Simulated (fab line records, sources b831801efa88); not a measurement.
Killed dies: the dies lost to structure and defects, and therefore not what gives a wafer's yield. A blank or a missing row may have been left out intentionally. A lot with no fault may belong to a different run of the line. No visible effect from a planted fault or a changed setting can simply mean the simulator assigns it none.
Problem report, 8D (eight disciplines) form, completed by code :: flow sfq_line :: the parts of the form that need people (team, actions taken, sign-off) are left out

1. THE PROBLEM
At SFQ_TRILAYER_M0_LITHO_EXPOSE_022, exposure_dose_mJ_cm2 averages 10.541 over 9 wafers from 3 lots, while fault-free wafers read 14.402, standard deviation 0.014. So: -99 or more standard deviations from the usual mean.
The step: exposes mask M0, target cd 500 nm.
Seen first at day 11 22:41 on krf_scanner-01, wafer L575.3. At this step, 21 wafers from 7 lots have a number in the record. Rule for "out", or "out of limits": more than 4 standard deviations from the usual mean. All remaining wafers that have a number are taken as sound.

2. WHAT IT IS, AND WHAT IT ISN'T
question: which readings at this step
is: exposure_dose_mJ_cm2
is not: -

question: which lots
is: L575, L576, L577
is not: L573, L574, L588, L589

question: which wafers of those lots
is: all that have a number
is not: -

question: read on which tools
is: krf_scanner-01
is not: krf_scanner-02

question: when
is: from day 11 22:41
is not: up to then (6 sound wafers); but 6 sound wafers of L588, L589 came after

3. THE SUSPECTS, EACH WITH WHAT RULES IT OUT
Counting: a tool at any process step up to the reading remains a suspect when it ran all the lots that are out and ran no sound lot after the first of those.
- krf_scanner-01 at SFQ_TRILAYER_M0_LITHO_EXPOSE_022 (exposes mask M0, target cd 500 nm): kept. Every lot that is out went through it, starting with L575 (day 11 22:41), and after that it ran no sound lot; the last sound lot it ran before then is L574 (day 11 12:41). Its own readings are out on those wafers: exposure_dose_mJ_cm2.
Left after counting: krf_scanner-01 at SFQ_TRILAYER_M0_LITHO_EXPOSE_022.

4. THE CAUSE (what the simulator had put in)
Process parameter drift: krf_scanner-01, from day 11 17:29 on, at SFQ_TRILAYER_M0_LITHO_EXPOSE_022. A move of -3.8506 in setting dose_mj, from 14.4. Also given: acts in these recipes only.
The count eliminated every tool but this one.

5. THE EFFECT CHAIN, in route order
One row per reading whose mean, taken over the struck wafers that have a number, lies over 3 standard deviations from the usual. Only readings whose record carries a usual standard deviation are examined. hours: median over the lots of the time between each lot's start at the first step of this table that gives one and its start at this step. sigmas: the change, counted in usual standard deviations.
hours: 0
step: SFQ_TRILAYER_M0_LITHO_EXPOSE_022
reading: exposure_dose_mJ_cm2
usual: 14.402
on struck wafers: 10.541
change: -3.861
sigmas: -99 or more
The process steps in it:
- SFQ_TRILAYER_M0_LITHO_EXPOSE_022: exposes mask M0, target cd 500 nm.
Later steps that measure or inspect, where all struck wafers having a row at the step show a number for every such reading and not one has moved that far: SFQ_M0_OVL_MEAS_906, SFQ_I0_BOW_MEAS_907, SFQ_I0_OVL_MEAS_908, SFQ_M1_RS_MEAS_909, SFQ_M8_BOW_MEAS_951.

6. WHAT WOULD HAVE CAUGHT IT SOONER
First out-of-limits reading in this record: day 11 22:41, which is 5 hours after fault onset at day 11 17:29.
